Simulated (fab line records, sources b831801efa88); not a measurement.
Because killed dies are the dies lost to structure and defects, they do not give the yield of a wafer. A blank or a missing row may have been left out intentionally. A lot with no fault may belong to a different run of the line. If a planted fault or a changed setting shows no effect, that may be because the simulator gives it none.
Matching of chambers ; flow sky130 ; rie-diel-03 running SKY_POLY_GATE_ETCH_15: 4 sister chambers
The step etches BARC in N2/H2, stops on SiO2, time 118.5 s, target depth 110 nm. 8 wafers are shown with their chamber, then 6 later ones without.

== WAFERS PAIRED WITH THEIR CHAMBERS ==
wafer;chamber;drypump-motor-current-A (A);throttle-valve-pct (%)
L961.1;1;6.3;13.223
L962.1;2;5.9;13.221
L962.2;3;5.0;13.210
L963.5;0;6.8;13.212
L963.6;1;6.3;13.216
L971.1;0;6.8;13.220
L971.5;3;4.9;13.206
L971.6;2;5.9;13.220

== WAFERS WHOSE CHAMBER IS MISSING ==
wafer;drypump-motor-current-A (A);throttle-valve-pct (%)
L973.2;5.9;13.210
L973.3;6.7;13.214
L973.6;6.8;13.224
L977.1;5.9;13.220
L977.3;6.8;13.203
L977.5;6.2;13.201

== EACH ONE'S CHAMBER ==
wafer;from the rows above;in truth
L973.2;2;2
L973.3;0;0
L973.6;0;0
L977.1;2;2
L977.3;0;0
L977.5;1;1
Correct placement for 6 of the 6. Can't be placed from these rows: 0. Wrongly placed: 0.
How it was worked out, from the rows above alone: a wafer's distance from a chamber is the root of the sum, over the readings, of the square of ((its reading less the chamber's mean) divided by the reading's scatter). If the next closest chamber is less than 2 further off than the closest, the wafer can't be placed; otherwise it belongs to the closest. For every chamber, the mean is computed from those of its wafers that are shown. The scatter: take each reading less its chamber's mean, square it, sum over the shown wafers, divide by the number of wafers less the number of chambers, and take the root.
